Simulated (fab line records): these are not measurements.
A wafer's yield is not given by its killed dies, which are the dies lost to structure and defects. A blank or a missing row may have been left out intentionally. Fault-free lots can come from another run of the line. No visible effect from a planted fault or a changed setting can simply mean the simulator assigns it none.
Code-filled problem report in 8D (eight disciplines) form | flow sky130 | the parts of the form that need people (team, actions taken, sign-off) are left out

== 1. THE ISSUE ==
SD_N_TW at SKY_SD_N_TW_MEAS_12 reads a mean of 3267 on 9 wafers of 3 lots; wafers without a fault read 3989 with a standard deviation of 44. Measured from the usual mean, that is -16 standard deviations.
The first sign was on wafer L519.1 at day 32 19:10, on film-metro-02. The record holds 39 wafers of 13 lots with a number at this step. Rule for "out", or "out of limits": more than 4 standard deviations from the usual mean. The rest of the wafers with a number are treated as sound.

== 2. WHAT IT IS; WHAT IT IS NOT ==
question                    | is                           | is not
which readings at this step | SD_N_TW                      | -
which lots                  | L519, L522, L524             | L505, L507, L509, L511, L515, L516, L517, L521, L527, L528
which wafers of those lots  | all that have a number       | -
read on which gauges        | film-metro-02, film-metro-03 | film-metro-01
when                        | from day 32 19:10            | up to then (21 sound wafers); but 9 sound wafers of L521, L527, L528 came after

== 3. WHAT RULES OUT EACH SUSPECT ==
Counting: a tool stays on the suspect list if, at a process step up to the reading, it processed all lots that are out and no sound lot following the first of them.
- the gauge at SKY_SD_N_TW_MEAS_12 has been ruled out. 2 gauges (film-metro-02, film-metro-03) read the wafers that are out.
- implanter-02 at SKY_SD_N_IMPLANT_09: kept. Every lot that is out went through it, starting with L519 (day 32 18:46), and after that it ran no sound lot; the last sound lot it ran before then is L517 (day 31 23:13). Its own readings are out on those wafers: beam-on-s, dose-ions-cm2, end-station-pressure-torr, faraday-current-uA.
- plasma-asher-01 at SKY_SD_N_STRIP_11 (strips in O2/N2): ruled out as a lasting fault. The sound lots L521, L528 went through it after L519, its earliest lot that is out (day 32 19:04).
Left after counting: implanter-02 at SKY_SD_N_IMPLANT_09.

== 4. THE CAUSE (what the simulator had put in) ==
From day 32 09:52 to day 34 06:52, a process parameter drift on implanter-02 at SKY_SD_N_IMPLANT_09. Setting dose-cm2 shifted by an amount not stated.
After counting, this tool was the only one left.

== 5. SEQUENCE OF EFFECTS, ordered by route ==
One row per reading whose mean, taken over the struck wafers that have a number, lies over 3 standard deviations from the usual. Readings are gone through only where the record gives a usual standard deviation; hours: the median, over the lots, of the time from a lot's start at the first step in this table giving one to that lot's start at this step; sigmas: the change measured in usual standard deviations.
hours | step                | reading                   | usual         | on struck wafers | change    | sigmas
0     | SKY_SD_N_IMPLANT_09 | beam-on-s                 | 16.7 s        | 10.0             | -6.7      | -4.2
0     | SKY_SD_N_IMPLANT_09 | dose-ions-cm2             | 4e+15         | 4e+14            | -4e+15    | -99 or more
0     | SKY_SD_N_IMPLANT_09 | end-station-pressure-torr | 1.44e-05 Torr | 6.77e-06         | -7.63e-06 | -5.5
0     | SKY_SD_N_IMPLANT_09 | faraday-current-uA        | 13233         | 2239             | -10994    | -8.5
0     | SKY_SD_N_STRIP_11   | oes-product-au            | 0.527 a.u.    | 0.660            | +0.133    | +30
0     | SKY_SD_N_STRIP_11   | strip-time-to-endpoint-s  | 22.57 s       | 15.61            | -6.96     | -99 or more
0     | SKY_SD_N_TW_MEAS_12 | SD_N_TW                   | 3989          | 3267             | -722      | -16
1     | SKY_SD_N_RS_MEAS_16 | SD_N_RS                   | 68.67 ohm/sq  | 185.39           | +116.72   | +99 or more
Process steps it contains:
- SKY_SD_N_IMPLANT_09
- SKY_SD_N_STRIP_11: strips in O2/N2.

== 6. WHAT WOULD HAVE CAUGHT IT SOONER ==
In this record the first reading out of limits at a measuring or inspecting step was taken at day 32 19:10, 9 hours after the fault began at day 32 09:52.
Tool's own readings at SKY_SD_N_IMPLANT_09, beam-on-s, dose-ions-cm2, end-station-pressure-torr, faraday-current-uA: out on all struck wafers the step has rows for; an alarm limit on them would have tripped on the first.
Of the lots that are out (3), L522, L524 began SKY_SD_N_IMPLANT_09 on implanter-02 after day 32 19:10. A hold on the tool at that time would have spared those 2.
